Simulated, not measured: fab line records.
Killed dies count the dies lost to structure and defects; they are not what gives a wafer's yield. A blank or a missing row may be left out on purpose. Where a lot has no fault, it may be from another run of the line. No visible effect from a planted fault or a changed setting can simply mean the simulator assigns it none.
Problem report, 8D (eight disciplines) form, completed by code :: flow gf180mcu :: the parts of the form that need people (team, actions taken, sign-off) are left out

== 1. PROBLEM STATEMENT ==
GF_V1_CVD_02, rf fwd power W: mean 501.3 W over 1 wafer from 1 lot; wafers with no fault: 596.7 W, standard deviation 2.1. Relative to the usual mean, that is a shift of -45 standard deviations.
The step: deposits SiO2 from TEOS, target thk 850 nm, time 94.851 s.
First observed at day 22 18:29: wafer L617.1, on pecvd-04. At this step, 39 wafers from 13 lots have a number in the record. The rule behind "out" and "out of limits": a value lying over 4 standard deviations away from the usual mean. The rest of the wafers with a number are treated as sound.

== 2. WHAT IT IS; WHAT IT IS NOT ==
question: which readings at this step
is: rf fwd power W
is not: heater power w

question: which lots
is: L617
is not: L602, L603, L604, L606, L607, L608, L610, L612, L614, L618, L622, L625

question: which wafers of those lots
is: L617.1
is not: L617.2, L617.3

question: read on which tools
is: pecvd-04
is not: pecvd-01, pecvd-02

question: when
is: from day 22 18:29
is not: up to then (29 sound wafers); but 9 sound wafers of L618, L622, L625 came after

== 3. WHAT RULES OUT EACH SUSPECT ==
Counting: if a tool at a process step up to the reading ran every lot that is out, it stays a suspect. Sound lots after the first of them don't rule it out here, since some wafers of a struck lot are sound.
- pvd sputter-02 at GF_CONTACT_SPUTTER_22 (material Ti, target thk 15 nm, time 80.02 s): kept. L617, the lot that is out, went through it at day 21 17:26; up to then, the latest sound lot through it was L603 at day 16 07:20.
- pvd sputter-02 at GF_CONTACT_SPUTTER_23 (material TiN, target thk 10 nm, time 40 s): kept. L617, the lot that is out, went through it at day 21 17:29; up to then, the latest sound lot through it was L603 at day 16 07:23.
- plasma asher-02 at GF_M1_STRIP_17 (strips in O2/N2): kept. L617, the lot that is out, went through it at day 22 17:49; up to then, the latest sound lot through it was L614 at day 21 18:29.
- pecvd-04 at GF_V1_CVD_02 (deposits SiO2 from TEOS, target thk 850 nm, time 94.851 s): kept. L617, the lot that is out, went through it at day 22 18:29; up to then, the latest sound lot through it was L614 at day 21 19:14. Its own rf fwd power W readings are out on those wafers.
- At GF_V1_CVD_02, inside pecvd-04: chamber 1 took the wafers that are out, while their sound lot-mates went through chambers 0, 2.
Left after counting: pvd sputter-02 at GF_CONTACT_SPUTTER_22, pvd sputter-02 at GF_CONTACT_SPUTTER_23, plasma asher-02 at GF_M1_STRIP_17, pecvd-04 at GF_V1_CVD_02.

== 4. THE CAUSE (what the simulator had put in) ==
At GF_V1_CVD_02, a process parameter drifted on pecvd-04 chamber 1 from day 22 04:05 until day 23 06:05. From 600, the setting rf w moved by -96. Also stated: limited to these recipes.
Counting leaves 4 suspects; this tool is one of them.

== 5. THE EFFECT CHAIN, in route order ==
Each row: a reading whose mean over the struck wafers that have a number lies more than 3 standard deviations from the usual. Only readings whose record carries a usual standard deviation are examined. hours: median over the lots of the time between each lot's start at the first step of this table that gives one and its start at this step. sigmas: the change, counted in usual standard deviations.
hours: 0
step: GF_V1_CVD_02
reading: rf fwd power W
usual: 596.7 W
on struck wafers: 501.3
change: -95.4
sigmas: -45

hours: 0
step: GF_V1_THK_MEAS_03
reading: V1_CVD_02_THK
usual: 851 nm
on struck wafers: 807
change: -44
sigmas: -4.0
Here are the process steps it includes:
- GF_V1_CVD_02: deposits SiO2 from TEOS, target thk 850 nm, time 94.851 s.

== 6. HOW IT WOULD HAVE BEEN CAUGHT EARLIER ==
In this record no reading fell out of limits until day 22 18:29, 14 hours after the fault had begun at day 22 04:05.
